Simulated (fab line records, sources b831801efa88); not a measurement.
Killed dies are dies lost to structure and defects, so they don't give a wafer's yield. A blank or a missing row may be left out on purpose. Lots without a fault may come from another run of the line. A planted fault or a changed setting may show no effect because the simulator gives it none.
Which tool did it? | flow sfq_line | 14 lots, 42 wafers sampled, at 2 steps of a route of 325

WHAT THE GAUGES READ, wafer by wafer
SFQ_M7_OVL_MEAS_945. Usual: M7_OVL 2 nm, standard deviation 6.5.
lot  | measured     | on         | M7_OVL (nm) | flag
L781 | day 78 16:40 | overlay-02 | 9 3 1       |
L783 | day 78 23:53 | overlay-02 | -6 -1 -3    |
L784 | day 79 03:28 | overlay-02 | 14 9 17     |
L785 | day 80 07:49 | overlay-01 | -3 -2 -2    |
L786 | day 80 09:01 | overlay-01 | -1 8 0      |
L791 | day 85 17:09 | overlay-02 | 5 2 2       |
L793 | day 85 18:20 | overlay-01 | 4 -1 -3     |
L798 | day 86 16:22 | overlay-01 | 8 8 2       |
L799 | day 86 17:34 | overlay-02 | 7 8 4       |
L800 | day 86 19:59 | overlay-02 | -3 5 4      |
L801 | day 87 12:47 | overlay-02 | 3 2 4       |
L802 | day 88 00:47 | overlay-01 | 8 2 -1      |
L803 | day 88 03:10 | overlay-01 | -1 6 0      |
L804 | day 88 05:34 | overlay-01 | -8 -13 -7   |

WHICH TOOL RAN EACH LOT (tool, then ch and the chambers of the sampled wafers, then the start)
lot  | SFQ_TRILAYER_I6_METRO_MEASURE_167
L781 | film_metro-04, day 73 14:35
L783 | film_metro-01, day 74 08:22
L784 | film_metro-01, day 74 11:10
L785 | film_metro-01, day 75 20:59
L786 | film_metro-02, day 75 23:59
L791 | film_metro-01, day 77 18:26
L793 | film_metro-04, day 77 19:47
L798 | film_metro-04, day 78 19:04
L799 | film_metro-01, day 79 00:49
L800 | film_metro-01, day 79 04:04
L801 | film_metro-02, day 79 13:01
L802 | film_metro-02, day 79 23:11
L803 | film_metro-01, day 80 01:13
L804 | film_metro-02, day 80 04:49
- SFQ_TRILAYER_I6_METRO_MEASURE_167

WHAT THE TOOLS THEMSELVES READ (means of the sampled wafers that have a number; where no wafer has one, the mark that the record gives instead)
SFQ_TRILAYER_I6_METRO_MEASURE_167. Usual: thk_nm 199.6 nm, standard deviation 1.3.
lot  | tool          | thk_nm (nm) | flag
L781 | film_metro-04 | 202.0       |
L783 | film_metro-01 | 201.2       |
L784 | film_metro-01 | 200.6       |
L785 | film_metro-01 | 198.3       |
L786 | film_metro-02 | 199.8       |
L791 | film_metro-01 | 199.0       |
L793 | film_metro-04 | 199.5       |
L798 | film_metro-04 | 199.9       |
L799 | film_metro-01 | 199.2       |
L800 | film_metro-01 | 198.4       |
L801 | film_metro-02 | 198.5       |
L802 | film_metro-02 | 199.6       |
L803 | film_metro-01 | 199.4       |
L804 | film_metro-02 | 199.8       |

THE ANSWER, worked out from the rows above alone
Rule: a lot is off if the mean of its wafers that have a number lies more than 3 standard deviations from the usual mean. A lot without any number at a reading at which 4 lots or more have one is off too. The other lots that the step has rows for count as sound. The gauges are gone through in route order, then the tools' own readings, and for those a lot's mean is taken as printed above. The first step at which some lot is off is used, and at that step the reading that is off furthest; a lot without a number counts as furthest.
No lot is off at any reading shown: from this, nothing can be told.

WHAT THE SIMULATOR HAD PUT IN
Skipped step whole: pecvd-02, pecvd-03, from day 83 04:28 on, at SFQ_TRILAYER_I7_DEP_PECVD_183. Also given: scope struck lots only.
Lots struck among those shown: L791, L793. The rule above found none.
